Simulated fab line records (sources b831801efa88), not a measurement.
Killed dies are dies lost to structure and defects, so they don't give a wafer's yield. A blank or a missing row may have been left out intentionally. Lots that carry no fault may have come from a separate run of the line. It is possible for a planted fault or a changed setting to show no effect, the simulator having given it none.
Which tool was responsible? || flow gf180mcu || at 1 step of a route of 602, 6 lots with 18 wafers sampled

WHAT THE GAUGES SHOWED, per wafer
GF_M3_RS_MEAS_05: measures by four-point-probe.
{"lot": "L167", "measured": "day 20 10:25", "on": "film_metro-04", "M3_ALCU_RS (ohm/sq)": "0.0703 0.0699 0.0718"}
{"lot": "L169", "measured": "day 21 14:20", "on": "film_metro-03", "M3_ALCU_RS (ohm/sq)": "0.0688 0.0686 0.0688"}
{"lot": "L175", "measured": "day 23 23:13", "on": "film_metro-03", "M3_ALCU_RS (ohm/sq)": "0.0689 0.0691 0.0688"}
{"lot": "L182", "measured": "day 26 08:50", "on": "film_metro-01", "M3_ALCU_RS (ohm/sq)": "0.0698 0.0699 0.0695"}
{"lot": "L186", "measured": "day 27 06:29", "on": "film_metro-03", "M3_ALCU_RS (ohm/sq)": "0.0701 0.0696 0.0718"}
{"lot": "L188", "measured": "day 27 19:44", "on": "film_metro-01", "M3_ALCU_RS (ohm/sq)": "0.0694 0.0713 0.0713"}

WHAT TOOL EACH LOT RAN ON (gives the tool, then ch and the chambers of the sampled wafers, and finally the start)
Before these readings, the record contains no process step.

THE ANSWER, worked out from the rows above alone
Rule: usual is defined by the lots themselves. The widest of any qualifying gaps counts: lots, ordered by their means at a reading, are off when they make up no more than a third of the lots, leave a main group of 4 or more, and stand apart from it by 3 or more times the standard deviation of that group's means. A main group is skipped when, at the precision printed for the reading in the tables above, its means are all equal. A lot without any number at a reading at which 4 lots or more have one is off too. All remaining lots with rows at the step are treated as sound.
No lot is off at any reading shown: from this, nothing can be told.

WHAT THE SIMULATOR HAD PUT IN
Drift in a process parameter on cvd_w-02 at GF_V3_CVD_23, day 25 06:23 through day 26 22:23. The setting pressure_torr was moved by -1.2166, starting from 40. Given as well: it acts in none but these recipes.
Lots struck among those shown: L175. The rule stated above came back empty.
